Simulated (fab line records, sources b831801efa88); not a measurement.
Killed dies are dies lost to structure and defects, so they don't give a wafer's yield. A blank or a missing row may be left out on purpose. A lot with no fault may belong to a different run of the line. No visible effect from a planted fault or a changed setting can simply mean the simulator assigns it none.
fab line records -- flow sfq-line
[record] lots = 14, wafers = 42, last-day = 78
route steps=325 shown INCOMING@1 M1@71 M2@89 M3@119
lots that met no fault: taken from a fault-free run of the same line
start-h: hours from the record's opening day to when the first of the lot's shown wafers began -- wait-h: how many hours have passed since the lot's step before this one -- " unchanged from the row above -- L1.1+2: one row covering several wafers at once -- - no value, or no start given -- * or withheld: withheld -- < > ~ a bound
route shown NAME@n: a module of which the file shows steps, and the number in the route of the first -- usual: mean and standard deviation over wafers with no fault -- same: alike in all rows -- chamber/n: place in a boat -- sites: readings site by site -- _std_site: the standard deviation of these -- _edge_site: mean of outer sites minus mean of inner sites -- radius-mm: how far each site lies from the wafer's centre -- mask NAME#n: copy n -- behind: the most recent tool/chamber to have shaped the wafer -- hold: what put the lot on hold/how long, in hours/how the hold closed -- device: names the non-switching transistor (n, p or np) -- end of line: the route-end tests of the same wafers -- a step with no rows: only its recipe -- killed: not the wafer's yield, but the dies lost to structure and defects at the first sort -- map: a wafer's dies, x killed, . not, _ none there
set.NAME: the setting the step ran with; set.NAME@STEP: the setting that earlier step ran with -- model.NAME: the simulator's own value behind a step, which no gauge read
one table for each step of the route and one row for each wafer, over a sample of lots
services: a tool's chamber out of use, with start hour (start-h, from the record's first day; less than 0 if before it), hours out, and reason
[[steps]]
[step SFQ_INCOMING_BOW_MEAS_900]
[recipe] mode = bow
[usual] INCOMING_BOW = 0/6.1
lot.wafer,tool,chamber,start-h,wait-h,INCOMING_BOW[um]
L507.2,film-metro-02,-,15.02,-,4
L507.3,film-metro-02,-,15.02,-,-1
L507.6,film-metro-02,-,15.02,-,-10
L510.3,film-metro-04,-,30.04,-,9
L510.5,film-metro-04,-,30.04,-,0
L510.6,film-metro-04,-,30.04,-,4
L511.1,film-metro-04,-,35.00,-,-8
L511.3,film-metro-04,-,35.00,-,7
L511.6,film-metro-04,-,35.00,-,-13
L512.1,film-metro-03,-,40.00,-,-3
L512.4,film-metro-03,-,40.00,-,4
L512.5,film-metro-03,-,40.00,-,0
L513.3,film-metro-03,-,45.04,-,-3
L513.5,film-metro-03,-,45.04,-,3
L513.6,film-metro-03,-,45.04,-,-1
L514.2,film-metro-03,-,50.02,-,4
L514.3,film-metro-03,-,50.02,-,2
L514.4,film-metro-03,-,50.02,-,1
L516.3,film-metro-04,-,60.04,-,12
L516.4,film-metro-04,-,60.04,-,-6
L516.6,film-metro-04,-,60.04,-,-9
L519.2,film-metro-04,-,75.02,-,-1
L519.4,film-metro-04,-,75.02,-,1
L519.6,film-metro-04,-,75.02,-,-9
L520.1,film-metro-04,-,80.00,-,-12
L520.3,film-metro-04,-,80.00,-,6
L520.4,film-metro-04,-,80.00,-,-1
L525.2,film-metro-03,-,105.02,-,-3
L525.4,film-metro-03,-,105.02,-,10
L525.6,film-metro-03,-,105.02,-,-3
L526.1,film-metro-03,-,110.00,-,-5
L526.3,film-metro-03,-,110.00,-,11
L526.4,film-metro-03,-,110.00,-,-7
L527.1,film-metro-03,-,115.00,-,0
L527.4,film-metro-03,-,115.00,-,-5
L527.5,film-metro-03,-,115.00,-,0
L528.3,film-metro-04,-,120.04,-,-2
L528.4,film-metro-04,-,120.04,-,5
L528.6,film-metro-04,-,120.04,-,-11
L529.3,film-metro-04,-,125.04,-,11
L529.4,film-metro-04,-,125.04,-,-9
L529.6,film-metro-04,-,125.04,-,8
[step SFQ_TRILAYER_M1_STRIP_STRIP_043]
[recipe] gas = O2, power-w = 200, platen-temp-c = 40, overash-fraction = 0.65, chemistry = O2, pressure-mtorr = 50
[usual] drypump-motor-current-A = 6.17/0.28, he-backside-leak-sccm = 3.3/0.32, oes-product-au = 0.994/0.0086
[same] overash-fraction = 0.65
lot.wafer,tool,chamber,start-h,wait-h,drypump-motor-current-A,he-backside-leak-sccm,oes-product-au,rf-hours-counter-h
L507.2,rie-metal-01,1,290.50,0.1,6.31,3.2,0.997,22
L507.3,rie-metal-01,1,290.50,0.1,6.33,3.1,0.988,-
L507.6,rie-metal-01,0,290.50,0.1,6.21,3.2,0.996,-
L510.3,rie-metal-03,1,334.13,0.2,6.59,5.9,0.994,-
L510.5,rie-metal-03,0,334.13,0.2,5.93,3.3,0.975,-
L510.6,rie-metal-03,1,334.13,0.2,6.57,3.2,0.995,-
L511.1,rie-metal-03,1,344.40,0.1,6.61,3.2,0.990,9
L511.3,rie-metal-03,1,344.40,0.1,6.59,3.2,0.983,-
L511.6,rie-metal-03,1,344.40,0.1,6.59,3.1,0.987,-
L512.1,rie-metal-03,0,346.80,0.1,5.89,3.4,0.985,51
L512.4,rie-metal-03,1,346.80,0.1,6.59,3.0,1.000,-
L512.5,rie-metal-03,0,346.80,0.1,5.91,3.4,0.992,-
L513.3,rie-metal-03,1,355.40,0.2,6.62,3.0,0.983,-
L513.5,rie-metal-03,0,355.40,0.2,5.90,3.4,0.990,-
L513.6,rie-metal-03,1,355.40,0.2,6.58,2.9,0.991,-
L514.2,rie-metal-04,0,366.00,0.1,5.84,3.2,0.998,48
L514.3,rie-metal-04,1,366.00,0.1,6.07,3.5,1.016,-
L514.4,rie-metal-04,0,366.00,0.1,5.81,3.3,1.003,-
L516.3,rie-metal-04,0,380.15,0.2,5.84,3.3,0.982,-
L516.4,rie-metal-04,1,380.15,0.2,6.08,3.9,1.002,-
L516.6,rie-metal-04,1,380.15,0.2,6.05,3.8,1.004,-
L519.2,rie-metal-03,1,393.15,0.1,6.60,3.3,1.002,16
L519.4,rie-metal-03,0,393.15,0.1,5.92,3.3,0.989,-
L519.6,rie-metal-03,0,393.15,0.1,5.93,3.2,1.006,-
L520.1,rie-metal-03,0,399.15,0.1,5.91,3.3,0.990,59
L520.3,rie-metal-03,1,399.15,0.1,6.61,3.0,1.013,-
L520.4,rie-metal-03,0,399.15,0.1,5.91,3.2,0.991,-
L525.2,rie-metal-03,0,447.15,0.1,5.92,3.3,0.991,68
L525.4,rie-metal-03,0,447.15,0.1,5.92,3.4,0.997,-
L525.6,rie-metal-03,0,447.15,0.1,5.92,3.4,1.003,-
L526.1,rie-metal-01,1,455.55,0.1,6.30,3.2,0.995,51
L526.3,rie-metal-01,1,455.55,0.1,6.30,3.3,0.993,-
L526.4,rie-metal-01,0,455.55,0.1,6.21,3.3,0.987,-
L527.1,rie-metal-01,1,459.15,0.1,6.27,3.3,1.000,52
L527.4,rie-metal-01,1,459.15,0.1,6.28,3.1,0.998,-
L527.5,rie-metal-01,0,459.15,0.1,6.20,3.3,0.985,-
L528.3,rie-metal-03,0,465.35,0.2,5.91,3.2,1.002,-
L528.4,rie-metal-03,1,465.35,0.2,6.56,3.4,0.988,-
L528.6,rie-metal-03,0,465.35,0.2,5.90,3.2,0.995,-
L529.3,rie-metal-04,1,476.45,0.2,6.10,3.9,1.007,-
L529.4,rie-metal-04,0,476.45,0.2,5.87,3.3,0.986,-
L529.6,rie-metal-04,1,476.45,0.2,6.10,3.8,1.002,-
[step SFQ_TRILAYER_M2_DEP_SPUTTER_055]
[recipe] material = Nb, base-pressure-pa = 1.33e-06, chamber-pressure-pa = 0.1333, substrate-temp-c = 20, resputter-cathode-voltage-v = 400, target-thk-nm = 200, power-w = 2000, time-s = 133.3
[usual] substrate-temp-c = 20.00/0.1, throttle-valve-pct = 30.1/0.66
lot.wafer,tool,chamber,start-h,wait-h,substrate-temp-c,throttle-valve-pct
L507.2,pvd-sputter-05,-,383.29,0.0,19.84,29.7
L507.3,pvd-sputter-05,-,383.29,0.0,19.87,29.8
L507.6,pvd-sputter-05,-,383.29,0.0,20.09,30.3
L510.3,pvd-sputter-04,-,428.69,0.0,19.92,30.0
L510.5,pvd-sputter-04,-,428.69,0.0,20.11,30.3
L510.6,pvd-sputter-04,-,428.69,0.0,19.95,28.6
L511.1,pvd-sputter-05,-,439.04,0.0,19.92,29.5
L511.3,pvd-sputter-05,-,439.04,0.0,20.16,29.8
L511.6,pvd-sputter-05,-,439.04,0.0,20.21,29.9
L512.1,pvd-sputter-05,-,443.84,0.0,19.87,30.5
L512.4,pvd-sputter-05,-,443.84,0.0,19.95,29.9
L512.5,pvd-sputter-05,-,443.84,0.0,19.97,30.0
L513.3,pvd-sputter-04,-,451.04,0.0,20.00,29.7
L513.5,pvd-sputter-04,-,451.04,0.0,20.00,28.5
L513.6,pvd-sputter-04,-,451.04,0.0,20.03,30.3
L514.2,pvd-sputter-05,-,465.44,0.0,20.06,30.3
L514.3,pvd-sputter-05,-,465.44,0.0,19.74,29.8
L514.4,pvd-sputter-05,-,465.44,0.0,20.08,29.7
L516.3,pvd-sputter-03,-,476.24,0.0,19.84,31.3
L516.4,pvd-sputter-03,-,476.24,0.0,20.00,30.9
L516.6,pvd-sputter-03,-,476.24,0.0,19.96,31.2
L519.2,pvd-sputter-03,-,490.64,0.0,20.14,31.0
L519.4,pvd-sputter-03,-,490.64,0.0,20.10,29.8
L519.6,pvd-sputter-03,-,490.64,0.0,20.07,30.0
L520.1,pvd-sputter-03,-,501.54,0.0,19.94,29.8
L520.3,pvd-sputter-03,-,501.54,0.0,20.08,31.0
L520.4,pvd-sputter-03,-,501.54,0.0,19.98,29.7
L525.2,pvd-sputter-04,-,549.71,0.0,20.06,30.0
L525.4,pvd-sputter-04,-,549.71,0.0,19.98,30.6
L525.6,pvd-sputter-04,-,549.71,0.0,19.95,30.4
L526.1,pvd-sputter-03,-,559.11,0.0,19.94,29.4
L526.3,pvd-sputter-03,-,559.11,0.0,19.91,31.0
L526.4,pvd-sputter-03,-,559.11,0.0,20.03,29.9
L527.1,pvd-sputter-03,-,563.91,0.0,20.09,29.9
L527.4,pvd-sputter-03,-,563.91,0.0,20.15,29.5
L527.5,pvd-sputter-03,-,563.91,0.0,20.14,29.6
L528.3,pvd-sputter-03,-,569.92,0.0,19.98,29.7
L528.4,pvd-sputter-03,-,569.92,0.0,19.95,29.6
L528.6,pvd-sputter-03,-,569.92,0.0,19.73,29.9
L529.3,pvd-sputter-03,-,577.11,0.0,19.98,29.6
L529.4,pvd-sputter-03,-,577.11,0.0,20.00,31.0
L529.6,pvd-sputter-03,-,577.11,0.0,19.97,30.8
[step SFQ_M2_RS_MEAS_914]
[recipe] thk-meas-gauge = four-point-probe, reads = Nb_of_TRILAYER_M2_DEP_SPUTTER_055
[usual] M2_NB_RS = 0.899/0.015
lot.wafer,tool,chamber,start-h,wait-h,M2_NB_RS[ohm/sq]
L507.2,film-metro-01,-,383.40,0.1,0.893
L507.3,film-metro-01,-,383.40,0.1,0.886
L507.6,film-metro-01,-,383.40,0.1,0.890
L510.3,film-metro-01,-,428.82,0.1,0.904
L510.5,film-metro-01,-,428.82,0.1,0.898
L510.6,film-metro-01,-,428.82,0.1,0.896
L511.1,film-metro-02,-,439.13,0.0,0.885
L511.3,film-metro-02,-,439.13,0.0,0.875
L511.6,film-metro-02,-,439.13,0.0,0.872
L512.1,film-metro-01,-,443.93,0.0,0.903
L512.4,film-metro-01,-,443.93,0.0,0.876
L512.5,film-metro-01,-,443.93,0.0,0.880
L513.3,film-metro-02,-,451.17,0.1,0.907
L513.5,film-metro-02,-,451.17,0.1,0.914
L513.6,film-metro-02,-,451.17,0.1,0.915
L514.2,film-metro-02,-,465.55,0.1,0.905
L514.3,film-metro-02,-,465.55,0.1,0.882
L514.4,film-metro-02,-,465.55,0.1,0.882
L516.3,film-metro-01,-,476.37,0.1,0.922
L516.4,film-metro-01,-,476.37,0.1,0.890
L516.6,film-metro-01,-,476.37,0.1,0.917
L519.2,film-metro-02,-,490.75,0.1,0.691
L519.4,film-metro-02,-,490.75,0.1,0.887
L519.6,film-metro-02,-,490.75,0.1,0.686
L520.1,film-metro-03,-,501.63,0.0,0.688
L520.3,film-metro-03,-,501.63,0.0,0.905
L520.4,film-metro-03,-,501.63,0.0,0.885
L525.2,film-metro-02,-,549.82,0.1,0.897
L525.4,film-metro-02,-,549.82,0.1,0.904
L525.6,film-metro-02,-,549.82,0.1,0.914
L526.1,film-metro-01,-,559.20,0.0,0.900
L526.3,film-metro-01,-,559.20,0.0,0.913
L526.4,film-metro-01,-,559.20,0.0,0.890
L527.1,film-metro-02,-,564.00,0.0,0.899
L527.4,film-metro-02,-,564.00,0.0,0.906
L527.5,film-metro-02,-,564.00,0.0,0.898
L528.3,film-metro-03,-,570.05,0.1,0.899
L528.4,film-metro-03,-,570.05,0.1,0.900
L528.6,film-metro-03,-,570.05,0.1,0.892
L529.3,film-metro-03,-,577.24,0.1,0.914
L529.4,film-metro-03,-,577.24,0.1,0.915
L529.6,film-metro-03,-,577.24,0.1,0.908
[step SFQ_TRILAYER_M2_ETCH_METAL_ETCH_060]
[recipe] target = Nb, stop-on = SiO2, mask-material = PR, chemistry = Cl2/Ar, target-depth-nm = 240, icp-w = 600, bias-w = 80, pressure-mtorr = 10, time-s = 120
[usual] drypump-motor-current-A = 5.99/0.28, he-backside-leak-sccm = 3.5/0.36, oes-product-au = 0.889/0.0094
lot.wafer,tool,chamber,start-h,wait-h,drypump-motor-current-A,he-backside-leak-sccm,oes-product-au,rf-hours-counter-h
L507.2,rie-metal-02,0,472.95,0.0,5.58,3.4,0.886,164
L507.3,rie-metal-02,0,472.95,0.0,5.57,3.4,0.898,-
L507.6,rie-metal-02,1,472.95,0.0,5.73,3.7,0.892,-
L510.3,rie-metal-01,1,522.29,0.1,6.35,3.2,0.883,-
L510.5,rie-metal-01,0,522.29,0.1,6.20,3.5,0.888,-
L510.6,rie-metal-01,1,522.29,0.1,6.34,3.0,0.882,-
L511.1,rie-metal-02,1,530.81,0.0,5.75,3.7,0.905,84
L511.3,rie-metal-02,0,530.81,0.0,5.58,3.5,0.904,-
L511.6,rie-metal-02,0,530.81,0.0,5.57,3.4,0.904,-
L512.1,rie-metal-04,1,536.81,0.0,6.11,4.0,0.886,113
L512.4,rie-metal-04,0,536.81,0.0,5.82,3.2,0.907,-
L512.5,rie-metal-04,0,536.81,0.0,5.84,3.3,0.899,-
L513.3,rie-metal-04,1,546.45,0.1,6.09,3.8,0.880,-
L513.5,rie-metal-04,1,546.45,0.1,6.08,3.9,0.874,-
L513.6,rie-metal-04,0,546.45,0.1,5.82,3.4,0.883,-
L514.2,rie-metal-02,1,564.21,0.0,5.75,3.6,0.888,87
L514.3,rie-metal-02,1,564.21,0.0,5.77,3.8,0.899,-
L514.4,rie-metal-02,0,564.21,0.0,5.58,3.1,0.896,-
L516.3,rie-metal-04,1,571.45,0.1,6.06,3.6,0.876,-
L516.4,rie-metal-04,0,571.45,0.1,5.82,3.3,0.897,-
L516.6,rie-metal-04,1,571.45,0.1,6.09,3.6,0.879,-
L519.2,rie-metal-02,0,588.21,0.0,5.59,3.3,0.995,9
L519.4,rie-metal-02,1,588.21,0.0,5.75,3.8,0.891,-
L519.6,rie-metal-02,0,588.21,0.0,5.57,3.3,0.989,-
L520.1,rie-metal-01,0,594.21,0.0,6.19,3.4,0.990,102
L520.3,rie-metal-01,0,594.21,0.0,6.20,3.5,0.881,-
L520.4,rie-metal-01,1,594.21,0.0,6.35,3.3,0.894,-
L525.2,rie-metal-01,0,644.23,0.0,6.24,3.1,0.893,112
L525.4,rie-metal-01,0,644.23,0.0,6.21,3.4,0.882,-
L525.6,rie-metal-01,1,644.23,0.0,6.38,3.3,0.879,-
L526.1,rie-metal-04,0,651.43,0.0,5.80,3.6,0.889,100
L526.3,rie-metal-04,1,651.43,0.0,6.04,4.0,0.879,-
L526.4,rie-metal-04,0,651.43,0.0,5.86,3.4,0.886,-
L527.1,rie-metal-01,0,657.43,0.0,6.14,3.4,0.890,114
L527.4,rie-metal-01,0,657.43,0.0,6.17,3.4,0.883,-
L527.5,rie-metal-01,1,657.43,0.0,6.34,3.5,0.883,-
L528.3,rie-metal-04,0,663.67,0.1,5.82,3.3,0.896,-
L528.4,rie-metal-04,1,663.67,0.1,6.06,3.8,0.882,-
L528.6,rie-metal-04,0,663.67,0.1,5.85,3.3,0.898,-
L529.3,rie-metal-01,0,671.97,0.1,6.20,3.7,0.877,-
L529.4,rie-metal-01,1,671.97,0.1,6.32,3.4,0.883,-
L529.6,rie-metal-01,0,671.97,0.1,6.19,3.5,0.880,-
[step SFQ_TRILAYER_M3_DEP_SPUTTER_073]
[recipe] material = Nb, base-pressure-pa = 1.33e-06, chamber-pressure-pa = 0.1333, substrate-temp-c = 20, resputter-cathode-voltage-v = 400, target-thk-nm = 200, power-w = 2000, time-s = 133.3
[usual] substrate-temp-c = 20.00/0.098, throttle-valve-pct = 29.9/0.78
lot.wafer,tool,chamber,start-h,wait-h,substrate-temp-c,throttle-valve-pct
L507.2,pvd-sputter-04,-,564.50,0.0,19.94,30.2
L507.3,pvd-sputter-04,-,564.50,0.0,20.01,28.8
L507.6,pvd-sputter-04,-,564.50,0.0,20.05,29.6
L510.3,pvd-sputter-06,-,608.28,0.0,19.95,29.5
L510.5,pvd-sputter-06,-,608.28,0.0,19.92,29.4
L510.6,pvd-sputter-06,-,608.28,0.0,20.08,29.9
L511.1,pvd-sputter-03,-,615.48,0.0,19.96,29.8
L511.3,pvd-sputter-03,-,615.48,0.0,20.20,31.0
L511.6,pvd-sputter-03,-,615.48,0.0,20.00,31.1
L512.1,pvd-sputter-03,-,625.08,0.0,19.97,31.0
L512.4,pvd-sputter-03,-,625.08,0.0,19.97,29.6
L512.5,pvd-sputter-03,-,625.08,0.0,19.95,31.1
L513.3,pvd-sputter-04,-,633.50,0.0,20.01,28.6
L513.5,pvd-sputter-04,-,633.50,0.0,20.05,29.7
L513.6,pvd-sputter-04,-,633.50,0.0,20.00,30.1
L514.2,pvd-sputter-03,-,645.48,0.0,20.09,29.8
L514.3,pvd-sputter-03,-,645.48,0.0,20.07,30.8
L514.4,pvd-sputter-03,-,645.48,0.0,19.89,31.2
L516.3,pvd-sputter-04,-,666.83,0.0,20.10,30.3
L516.4,pvd-sputter-04,-,666.83,0.0,19.82,28.4
L516.6,pvd-sputter-04,-,666.83,0.0,20.17,30.6
L519.2,pvd-sputter-04,-,683.26,0.0,19.86,30.2
L519.4,pvd-sputter-04,-,683.26,0.0,20.01,29.7
L519.6,pvd-sputter-04,-,683.26,0.0,20.00,29.7
L520.1,pvd-sputter-06,-,691.76,0.0,19.91,29.9
L520.3,pvd-sputter-06,-,691.76,0.0,20.05,29.8
L520.4,pvd-sputter-06,-,691.76,0.0,19.95,28.3
L525.2,pvd-sputter-04,-,754.25,0.0,19.86,28.6
L525.4,pvd-sputter-04,-,754.25,0.0,19.86,30.3
L525.6,pvd-sputter-04,-,754.25,0.0,20.04,28.7
L526.1,pvd-sputter-03,-,760.25,0.0,20.11,30.6
L526.3,pvd-sputter-03,-,760.25,0.0,20.02,30.0
L526.4,pvd-sputter-03,-,760.25,0.0,20.01,29.5
L527.1,pvd-sputter-03,-,766.25,0.0,19.96,30.9
L527.4,pvd-sputter-03,-,766.25,0.0,19.91,30.0
L527.5,pvd-sputter-03,-,766.25,0.0,19.98,29.4
L528.3,pvd-sputter-06,-,769.85,0.0,19.88,29.8
L528.4,pvd-sputter-06,-,769.85,0.0,20.06,29.5
L528.6,pvd-sputter-06,-,769.85,0.0,19.89,30.0
L529.3,pvd-sputter-04,-,777.05,0.0,19.97,28.8
L529.4,pvd-sputter-04,-,777.05,0.0,20.00,30.3
L529.6,pvd-sputter-04,-,777.05,0.0,19.98,28.5
[[services]]
tool,chamber,start-h,hours,kind
pvd-sputter-05,-,272.49,0.5,repair
pvd-sputter-06,-,280.26,1.1,repair
rie-metal-04,-,311.05,6.7,repair
rie-metal-03,-,355.80,14.6,pm
pvd-sputter-05,-,358.69,9.1,repair
rie-metal-01,1,359.49,5.3,repair
rie-metal-02,-,384.48,4.3,pm
rie-metal-02,-,415.13,0.5,repair
rie-metal-02,-,538.05,15.6,pm
pvd-sputter-04,-,557.34,2.1,repair
pvd-sputter-06,-,560.09,7.1,repair
pvd-sputter-06,-,631.67,2.0,repair
rie-metal-02,-,643.42,1.4,pm
rie-metal-01,-,662.20,2.8,pm
pvd-sputter-03,-,662.60,1.8,repair
pvd-sputter-03,-,689.05,3.3,repair
rie-metal-03,-,700.26,0.3,repair
pvd-sputter-05,-,714.08,0.8,repair
pvd-sputter-03,-,720.03,4.3,repair
rie-metal-02,1,721.32,5.9,repair
rie-metal-03,1,724.10,8.6,repair
pvd-sputter-06,-,741.28,2.0,repair
rie-metal-02,-,749.28,2.8,pm
pvd-sputter-06,-,754.81,2.0,repair
[[key]]
[first-sign] step = SFQ_M2_RS_MEAS_914, reading = M2_NB_RS, direction = down, sigmas = 14, usual = 0.899, struck = 0.688
[effect] step = SFQ_TRILAYER_M2_ETCH_METAL_ETCH_060, reading = oes-product-au, direction = up, sigmas = 11, usual = 0.889, struck = 0.992
met-at SFQ_TRILAYER_M2_DEP_SPUTTER_055
struck-lots L519,L520
struck-wafers L519.2,L519.6,L520.1
not-acting-at SFQ_INCOMING_BOW_MEAS_900,SFQ_TRILAYER_M1_STRIP_STRIP_043,SFQ_TRILAYER_M3_DEP_SPUTTER_073
onset-between 476.24 490.64
[fault] kind = process-parameter-drift, tool = pvd-sputter-03, chamber = -, onset-h = 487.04, steps = SFQ_TRILAYER_M2_DEP_SPUTTER_055, channel = target-thk-nm, offset = 60.544, shape = step, end-h = 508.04, scope = struck-wafers-only, acts-in = these-recipes-only, stated = 200
